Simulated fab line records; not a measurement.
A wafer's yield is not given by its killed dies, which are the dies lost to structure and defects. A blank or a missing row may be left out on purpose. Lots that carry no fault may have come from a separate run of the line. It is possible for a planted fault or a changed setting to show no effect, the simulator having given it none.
Which tool did it?	flow sky130	Sampling: 12 lots, 36 wafers, 5 of 708 route steps

== WHAT EACH GAUGE READ, for each wafer ==
SKY_LI_CONTACT_BOW_MEAS_03.
lot	measured	on	LI_CONTACT_BOW (um)
L524	day 25 16:19	filmMetro-02	54 56 50
L528	day 26 22:01	filmMetro-04	47 43 69
L530	day 27 10:08	filmMetro-01	48 50 47
L531	day 27 19:34	filmMetro-04	59 59 61
L538	day 29 14:10	filmMetro-04	64 62 48
L540	day 30 09:01	filmMetro-04	54 62 58
L543	day 38 09:41	filmMetro-01	63 62 44
L541	day 38 13:47	filmMetro-04	48 57 62
L542	day 38 15:39	filmMetro-01	62 53 51
L544	day 38 16:15	filmMetro-02	49 65 53
L545	day 38 17:25	filmMetro-04	60 65 47
L546	day 38 19:32	filmMetro-02	48 70 52

SKY_LI_CONTACT_RS_MEAS_22: a four-point-probe measurement.
lot	measured	on	LI_CONTACT_W_RS (ohm/sq)
L524	day 26 22:24	filmMetro-01	0.291 0.291 0.282
L528	day 28 03:47	filmMetro-01	0.290 0.289 0.283
L530	day 28 15:58	filmMetro-04	0.283 0.285 0.286
L531	day 29 01:16	filmMetro-04	0.285 0.287 0.282
L538	day 30 19:26	filmMetro-01	0.284 0.285 0.289
L540	day 31 15:26	filmMetro-02	25.212 25.499 25.145
L543	day 39 12:44	filmMetro-04	0.292 0.290 0.280
L541	day 39 16:55	filmMetro-04	25.380 25.410 25.533
L542	day 39 18:40	filmMetro-02	25.087 25.466 25.659
L544	day 39 19:18	filmMetro-01	0.276 0.290 0.283
L545	day 39 20:19	filmMetro-04	0.283 0.278 0.279
L546	day 39 22:20	filmMetro-04	0.292 0.283 0.285

SKY_LI_CONTACT_THK_MEAS_23: measures by xrf.
lot	measured	on	LI_CONTACT_W_THK (nm)
L524	day 26 22:31	filmMetro-01	386 381 398
L528	day 28 03:54	filmMetro-01	380 379 389
L530	day 28 16:05	filmMetro-04	388 384 381
L531	day 29 01:23	filmMetro-04	387 385 392
L538	day 30 19:33	filmMetro-01	386 385 382
L540	day 31 15:33	filmMetro-02	<0 - -
L543	day 39 12:51	filmMetro-04	380 381 394
L541	day 39 17:02	filmMetro-04	<0 - <0
L542	day 39 18:47	filmMetro-02	- <0 -
L544	day 39 19:25	filmMetro-01	402 387 397
L545	day 39 20:26	filmMetro-04	393 399 398
L546	day 39 22:27	filmMetro-04	378 390 387

SKY_CONTACT_OVL_MEAS_15.
lot	measured	on	CONTACT_OVL (nm)
L524	day 29 10:41	overlay-02	4 5 5
L528	day 30 14:31	overlay-01	1 2 -2
L530	day 31 04:10	overlay-01	1 -1 -4
L531	day 31 14:22	overlay-01	7 9 5
L538	day 33 04:47	overlay-02	-2 2 3
L543	day 41 16:56	overlay-02	-9 -4 -9
L544	day 42 00:50	overlay-01	-2 6 -1
L545	day 42 01:11	overlay-01	6 2 4
L546	day 42 02:59	overlay-02	9 5 7

== TOOL THAT RAN EACH LOT (tool first, then ch and the chambers of the sampled wafers, then the start) ==
lot	SKY_LI_CONTACT_CVD_21
L524	cvdW-01 ch 0,1, day 26 22:17
L528	cvdW-01 ch 0,1, day 28 03:39
L530	cvdW-01 ch 0,1, day 28 15:50
L531	cvdW-02 ch 1, day 29 01:02
L538	cvdW-01 ch 0,1, day 30 19:18
L540	cvdW-01 ch 1, day 31 15:18
L543	cvdW-01 ch 0,1, day 39 12:35
L541	cvdW-01 ch 0,1, day 39 16:46
L542	cvdW-01 ch 0, day 39 18:31
L544	cvdW-01 ch 0,1, day 39 19:09
L545	cvdW-01 ch 0,1, day 39 20:10
L546	cvdW-02 ch 0,1, day 39 22:11
- SKY_LI_CONTACT_CVD_21: deposits W, target thk 400 nm, time 120.56 s.

== WHAT THE TOOLS THEMSELVES READ (means of the sampled wafers that have a number; where no wafer has one, the mark that the record gives instead) ==
SKY_LI_CONTACT_CVD_21.
lot	tool	chamberPressureTorr (Torr)	heaterPowerOuterW (W)	heaterPowerW (W)
L524	cvdW-01	40.00	496	839
L528	cvdW-01	39.98	502	830
L530	cvdW-01	40.00	483	805
L531	cvdW-02	40.09	559	862
L538	cvdW-01	39.97	501	832
L540	cvdW-01	-	-	-
L543	cvdW-01	39.93	486	814
L541	cvdW-01	-	-	-
L542	cvdW-01	-	-	-
L544	cvdW-01	40.07	454	763
L545	cvdW-01	39.98	453	783
L546	cvdW-02	40.00	541	842

== THE ANSWER, worked out from the rows above alone ==
Rule: the lots themselves supply what counts as usual. The widest of any qualifying gaps counts: lots, ordered by their means at a reading, are off when they make up no more than a third of the lots, leave a main group of 4 or more, and stand apart from it by 3 or more times the standard deviation of that group's means. The tables above print the reading to a certain number of digits; a main group whose means all agree to those digits is not used. Also off: a lot with no number at a reading for which 4 or more lots have one. All remaining lots with rows at the step are treated as sound. First the gauges in route order, then the tools' own readings, where a lot's mean is used as printed above. The first step at which some lot is off is used, and at that step the reading that is off furthest; a lot without a number counts as furthest.
Off: at SKY_LI_CONTACT_RS_MEAS_22 (LI_CONTACT_W_RS), L540, L541, L542. For the main group the mean is 0.285 ohm/sq and the standard deviation 0.0024.
A tool fits if, at a process step before that reading, it ran every lot that is off, and no sound lot after the first of them. The gauges at SKY_LI_CONTACT_RS_MEAS_22 aren't tried: what is off there is off at SKY_LI_CONTACT_CVD_21 too, on other tools, and a gauge's error can't cause that. Of those tried, none fits.

== WHAT THE SIMULATOR PUT IN ==
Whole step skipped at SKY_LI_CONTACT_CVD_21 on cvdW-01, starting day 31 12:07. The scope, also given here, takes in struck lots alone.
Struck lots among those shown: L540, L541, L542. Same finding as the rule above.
